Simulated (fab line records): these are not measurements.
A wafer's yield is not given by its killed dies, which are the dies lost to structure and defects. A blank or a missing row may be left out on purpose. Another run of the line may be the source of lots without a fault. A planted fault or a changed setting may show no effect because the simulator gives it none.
fab line records | flow gf180mcu
[record] lots = 11 wafers = 33 last-day = 34
route steps=602 shown V3@444 M4@456
lots untouched by any fault: they come from a run of this same line in which no faults occurred
start-h: start of the lot's first displayed wafer, in hours after the record's first day | wait-h: hours elapsed since this lot's preceding step | " repeats the value in the row above | L1.1+2: a single row standing in for several wafers | - no value, or no start given | * or withheld: withheld | < > ~ a bound
route shown NAME@n: a module of which the file shows steps, and the number in the route of the first | usual: mean/standard deviation taken from wafers without a fault | same: alike in all rows | chamber/n: place in a boat | sites: each site's reading | _std_site: their standard deviation | _edge_site: the outer-site mean with the inner-site mean subtracted | radius-mm: how far each site lies from the wafer's centre | mask NAME#n: copy n | behind: tool/chamber where the wafer was last shaped | hold: why the lot went on hold/how many hours it stayed there/how the hold came to an end | device: the n, p or np transistor that did not switch | end of line: at the end of the route, the tests of the same wafers | a step with no rows: only its recipe | killed: the dies lost at the first sort to structure and to defects; this is not the yield of the wafer | map: a wafer's dies, marking killed ones x, the rest . and places with no die _
set.NAME: the setting the step ran with; set.NAME@STEP: the setting that earlier step ran with | model.NAME: the simulator's own value behind a step, which no gauge read
steps of the route over a sample of lots; a table a step, a row a wafer
services: a tool's chamber out of use, with start hour (start-h, from the record's first day; less than 0 if before it), hours out, and reason
[[steps]]
[step GF_V3_OVL_MEAS_15]
[usual] V3_OVL = 5/5.4
// columns lot.wafer tool chamber start-h wait-h V3_OVL[nm]
L129.2 overlay-02 - 524.78 0.1 2
L129.4 " - " " -3
L129.6 " - " " -4
L134.3 overlay-01 - 558.77 0.1 3
L134.4 " - " " 5
L134.5 " - " " 10
L136.2 overlay-01 - 570.53 0.1 5
L136.3 " - " " 1
L136.6 " - " " 11
L137.3 overlay-01 - 583.14 0.1 11
L137.4 " - " " 15
L137.5 " - " " 10
L141.1 overlay-02 - 613.35 0.1 -5
L141.2 " - " " 6
L141.6 " - " " 2
L145.2 overlay-01 - 642.26 0.1 19
L145.5 " - " " 20
L145.6 " - " " 7
L148.1 overlay-01 - 663.66 0.1 1
L148.5 " - " " -2
L148.6 " - " " -3
L149.1 overlay-02 - 668.75 0.1 3
L149.2 " - " " 12
L149.3 " - " " 5
L150.3 overlay-02 - 682.62 0.1 1
L150.4 " - " " -1
L150.6 " - " " -3
L151.2 overlay-02 - 683.01 0.1 14
L151.4 " - " " 13
L151.6 " - " " 15
L152.2 overlay-02 - 688.82 0.1 8
L152.5 " - " " -3
L152.6 " - " " 7
[step GF_V3_ETCH_17]
[recipe] chemistry = C4F8/O2/Ar mask-material = KrF target = SiO2 stop-on = TiN source-w = 1500 bias-w = 1200 pressure-mtorr = 40 c4f8-flow-sccm = withheld O2_flow_sccm = 6 Ar_flow_sccm = 300 time-s = withheld target-depth-a = 6350
[usual] oes-product-au = 0.856/0.0045
// columns lot.wafer tool chamber start-h wait-h oes-product-au
L129.2 rie-diel-02 1 - - 0.860
L129.4 " 0 " " 0.862
L129.6 " 1 " " 0.859
L134.3 rie-diel-02 2 - - 0.852
L134.4 " 0 " " 0.856
L134.5 " 2 " " 0.854
L136.2 rie-diel-02 3 - - 0.864
L136.3 " 2 " " 0.860
L136.6 " 3 " " 0.853
L137.3 rie-diel-02 2 - - 0.857
L137.4 " 3 " " 0.853
L137.5 " 2 " " 0.858
L141.1 rie-diel-02 3 - - 0.846
L141.2 " 1 " " 0.864
L141.6 " 2 " " 0.858
L145.2 rie-diel-04 1 - - 0.858
L145.5 " 0 " " 0.850
L145.6 " 1 " " 0.851
L148.1 rie-diel-04 1 - - 0.846
L148.5 " 2 " " 0.853
L148.6 " 3 " " 0.864
L149.1 rie-diel-01 2 - - 0.859
L149.2 " 1 " " 0.854
L149.3 " 0 " " 0.863
L150.3 rie-diel-02 0 - - 0.857
L150.4 " 1 " " 0.849
L150.6 " 2 " " 0.865
L151.2 rie-diel-01 0 - - 0.857
L151.4 " 1 " " 0.853
L151.6 " 2 " " 0.853
L152.2 rie-diel-04 2 - - 0.857
L152.5 " 3 " " 0.844
L152.6 " 0 " " 0.855
[step GF_V3_CVD_23]
[recipe] material = W target-thk-nm = 350 time-s = 104.9 temp-c = 400 pressure-torr = 40
[usual] heater-power-w = 881/56 susceptor-temp-C = 400.00/0.22
// columns lot.wafer tool chamber start-h wait-h heater-power-w susceptor-temp-C
L129.2 cvd-w-02 0 525.61 0.0 861 400.11
L129.4 " 1 " " 846 399.85
L129.6 " 1 " " 853 400.11
L134.3 cvd-w-01 1 559.63 0.1 839 399.98
L134.4 " 0 " " 986 400.25
L134.5 " 1 " " 847 399.73
L136.2 cvd-w-02 0 571.33 0.0 788 388.14
L136.3 " 0 " " 802 388.07
L136.6 " 1 " " 794 387.89
L137.3 cvd-w-02 1 583.96 0.1 804 387.51
L137.4 " 0 " " 776 388.46
L137.5 " 0 " " 791 388.20
L141.1 cvd-w-01 1 614.19 0.0 844 400.14
L141.2 " 0 " " 963 399.87
L141.6 " 0 " " 971 400.11
L145.2 cvd-w-01 1 643.05 0.0 832 399.80
L145.5 " 0 " " 979 399.62
L145.6 " 1 " " 843 399.59
L148.1 cvd-w-02 0 664.46 0.0 868 399.93
L148.5 " 1 " " 868 400.08
L148.6 " 0 " " 870 400.16
L149.1 cvd-w-01 1 669.56 0.0 824 400.18
L149.2 " 0 " " 997 400.28
L149.3 " 0 " " 985 400.17
L150.3 cvd-w-02 1 683.48 0.1 828 400.26
L150.4 " 0 " " 875 400.39
L150.6 " 1 " " 863 399.66
L151.2 cvd-w-02 1 683.81 0.0 851 399.32
L151.4 " 0 " " 850 399.88
L151.6 " 1 " " 860 399.86
L152.2 cvd-w-02 0 689.65 0.0 850 399.98
L152.5 " 1 " " 840 400.02
L152.6 " 0 " " 840 399.67
[step GF_V3_RS_MEAS_24]
[recipe] thk-meas-gauge = four-point-probe reads = W_of_V3_CVD_23+TiN_of_V3_SPUTTER_22+Ti_of_V3_SPUTTER_21
[usual] V3_W_RS = 0.331/0.004
// columns lot.wafer tool chamber start-h wait-h V3_W_RS[ohm/sq]
L129.2 film-metro-02 - 525.74 0.1 0.336
L129.4 " - " " 0.331
L129.6 " - " " 0.331
L134.3 film-metro-01 - 559.74 0.1 0.328
L134.4 " - " " 0.335
L134.5 " - " " 0.328
L136.2 film-metro-03 - 571.47 0.1 0.413
L136.3 " - " " 0.411
L136.6 " - " " 0.398
L137.3 film-metro-02 - 584.08 0.1 0.414
L137.4 " - " " 0.417
L137.5 " - " " 0.417
L141.1 film-metro-02 - 614.30 0.1 0.328
L141.2 " - " " 0.334
L141.6 " - " " 0.331
L145.2 film-metro-02 - 643.18 0.1 0.328
L145.5 " - " " 0.330
L145.6 " - " " 0.329
L148.1 film-metro-02 - 664.57 0.1 0.333
L148.5 " - " " 0.332
L148.6 " - " " 0.332
L149.1 film-metro-02 - 669.68 0.1 0.331
L149.2 " - " " 0.334
L149.3 " - " " 0.335
L150.3 film-metro-03 - 683.59 0.1 0.327
L150.4 " - " " 0.330
L150.6 " - " " 0.326
L151.2 film-metro-02 - 683.94 0.1 0.320
L151.4 " - " " 0.333
L151.6 " - " " 0.327
L152.2 film-metro-03 - 689.78 0.1 0.328
L152.5 " - " " 0.322
L152.6 " - " " 0.325
[step GF_V3_THK_MEAS_25]
[recipe] thk-meas-gauge = xrf reads = W_of_V3_CVD_23
[usual] V3_W_THK = 350/5.6
// columns lot.wafer tool chamber start-h wait-h V3_W_THK[nm]
L129.2 film-metro-02 - 525.85 0.1 344
L129.4 " - " " 350
L129.6 " - " " 348
L134.3 film-metro-01 - 559.84 0.1 345
L134.4 " - " " 342
L134.5 " - " " 347
L136.2 film-metro-03 - 571.58 0.1 282
L136.3 " - " " 284
L136.6 " - " " 290
L137.3 film-metro-02 - 584.18 0.1 280
L137.4 " - " " 279
L137.5 " - " " 278
L141.1 film-metro-02 - 614.42 0.1 357
L141.2 " - " " 349
L141.6 " - " " 354
L145.2 film-metro-02 - 643.29 0.1 357
L145.5 " - " " 353
L145.6 " - " " 354
L148.1 film-metro-02 - 664.69 0.1 347
L148.5 " - " " 348
L148.6 " - " " 350
L149.1 film-metro-02 - 669.80 0.1 349
L149.2 " - " " 349
L149.3 " - " " 346
L150.3 film-metro-03 - 683.69 0.1 360
L150.4 " - " " 355
L150.6 " - " " 361
L151.2 film-metro-02 - 684.05 0.1 362
L151.4 " - " " 349
L151.6 " - " " 353
L152.2 film-metro-03 - 689.89 0.1 356
L152.5 " - " " 360
L152.6 " - " " 359
[step GF_V3_CMP_26]
[recipe] stop-on = SiO2 down-force-psi = 3.5 platen-rpm = 60 t-overpolish-s = 15 target-thk-nm = 0 pad-velocity-m-s = 0.94248
[usual] motor-current-A = 12.0/0.95 time-to-endpoint-s = 84/3.2
// columns lot.wafer tool chamber start-h wait-h motor-current-A time-to-endpoint-s
L129.2 cmp-02 2 525.90 0.0 12.5 79
L129.4 " 0 " " 10.9 86
L129.6 " 2 " " 11.8 82
L134.3 cmp-01 2 559.88 0.0 11.3 85
L134.4 " 3 " " 12.5 77
L134.5 " 2 " " 11.3 85
L136.3 cmp-02 2 571.73 0.1 12.6 68
L136.2 " 3 " " 10.6 70
L136.6 " 0 " " 10.9 73
L137.3 cmp-01 3 584.22 0.0 11.9 62
L137.4 " 0 " " 12.0 63
L137.5 " 0 " " 12.6 63
L141.2 cmp-01 3 614.53 0.1 12.3 77
L141.1 " 1 " " 13.2 81
L141.6 " 2 " " 11.9 83
L145.2 cmp-01 2 643.44 0.1 11.1 85
L145.5 " 0 " " 12.3 84
L145.6 " 1 " " 13.0 87
L148.1 cmp-02 1 664.75 0.1 10.7 80
L148.6 " 1 " " 10.1 82
L148.5 " 2 " " 13.1 85
L149.3 cmp-02 0 669.91 0.1 11.4 87
L149.1 " 1 " " 10.4 90
L149.2 " 2 " " 12.2 86
L150.4 cmp-01 1 683.73 0.0 12.8 89
L150.3 " 2 " " 11.2 84
L150.6 " 1 " " 13.3 88
L151.4 cmp-01 1 684.15 0.1 13.7 80
L151.2 " 2 " " 11.3 83
L151.6 " 0 " " 12.4 83
L152.2 cmp-01 0 690.09 0.2 13.0 83
L152.6 " 1 " " 13.7 88
L152.5 " 2 " " 11.6 88
[step GF_M4_SPUTTER_00]
[recipe] material = Ti target-thk-nm = 37.5 arriving-ion-energy-ev = 80 substrate-temp-c = 200 chamber-pressure-pa = 2 power-w = 4000 time-s = 150
[usual] throttle-valve-pct = 30.5/1.2
// columns lot.wafer tool chamber start-h wait-h throttle-valve-pct
L129.2 pvd-sputter-04 - 526.20 0.2 30.9
L129.4 " - " " 30.9
L129.6 " - " " 31.5
L134.3 pvd-sputter-04 - 560.18 0.2 31.0
L134.4 " - " " 29.6
L134.5 " - " " 31.0
L136.2 pvd-sputter-01 - 571.93 0.1 31.3
L136.3 " - " " 30.5
L136.6 " - " " 33.3
L137.3 pvd-sputter-01 - 584.52 0.2 31.4
L137.4 " - " " 32.9
L137.5 " - " " 31.2
L141.1 pvd-sputter-02 - 614.78 0.1 31.1
L141.2 " - " " 29.2
L141.6 " - " " 31.0
L145.2 pvd-sputter-01 - 643.64 0.1 30.2
L145.5 " - " " 30.6
L145.6 " - " " 30.0
L148.1 pvd-sputter-04 - 665.05 0.2 29.9
L148.5 " - " " 30.7
L148.6 " - " " 29.7
L149.1 pvd-sputter-02 - 670.16 0.1 29.6
L149.2 " - " " 29.3
L149.3 " - " " 28.7
L150.3 pvd-sputter-02 - 684.03 0.2 31.1
L150.4 " - " " 29.3
L150.6 " - " " 30.8
L151.2 pvd-sputter-02 - 684.40 0.1 29.1
L151.4 " - " " 28.5
L151.6 " - " " 31.0
L152.2 pvd-sputter-04 - 690.24 0.1 31.4
L152.5 " - " " 30.7
L152.6 " - " " 31.6
[[services]]
// columns tool chamber start-h hours kind
cmp-02 - 506.22 1.9 repair
pvd-sputter-04 - 506.25 0.7 repair
cmp-01 - 508.93 0.8 repair
cvd-w-02 - 535.40 19.0 repair
rie-diel-02 - 546.13 1.8 repair
cmp-02 - 550.44 9.5 pm
rie-diel-02 - 555.98 2.8 pm
cmp-01 - 562.23 1.8 repair
cmp-02 - 572.27 4.0 pm
cmp-01 - 579.51 2.0 repair
pvd-sputter-02 - 581.77 1.8 repair
cvd-w-02 0 590.45 6.8 repair
rie-diel-02 3 592.20 9.3 repair
pvd-sputter-04 - 594.60 1.6 repair
rie-diel-02 - 595.94 0.3 repair
cmp-02 - 612.58 2.1 repair
rie-diel-02 2 614.02 2.2 repair
cvd-w-01 - 628.76 6.9 pm
cmp-02 - 630.33 0.5 repair
pvd-sputter-02 - 634.54 2.2 repair
cvd-w-02 - 652.24 0.8 repair
cmp-02 - 655.00 3.2 pm
cmp-02 - 659.21 1.5 repair
cmp-02 - 673.60 1.2 repair
[[key]]
[first-sign] step = GF_V3_CVD_23 reading = susceptor-temp-C direction = down sigmas = 54 usual = * struck = *
[effect] step = GF_V3_CVD_23 reading = heater-power-w direction = down sigmas = 1.6 usual = 881 struck = 793
[effect] step = GF_V3_RS_MEAS_24 reading = V3_W_RS direction = up sigmas = 20 usual = 0.331 struck = 0.412
[effect] step = GF_V3_THK_MEAS_25 reading = V3_W_THK direction = down sigmas = 12 usual = 350 struck = 282
[effect] step = GF_V3_CMP_26 reading = time-to-endpoint-s direction = down sigmas = 5.3 usual = * struck = *
met-at GF_V3_CVD_23
struck-lots L136,L137
not-acting-at GF_V3_OVL_MEAS_15,GF_V3_ETCH_17,GF_M4_SPUTTER_00
onset-between 525.61 571.33
[fault] kind = process-parameter-drift tool = cvd-w-02 chamber = - onset-h = 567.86 steps = GF_V3_CVD_23 channel = temp-c offset = * shape = step end-h = 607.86 acts-in = * stated = *
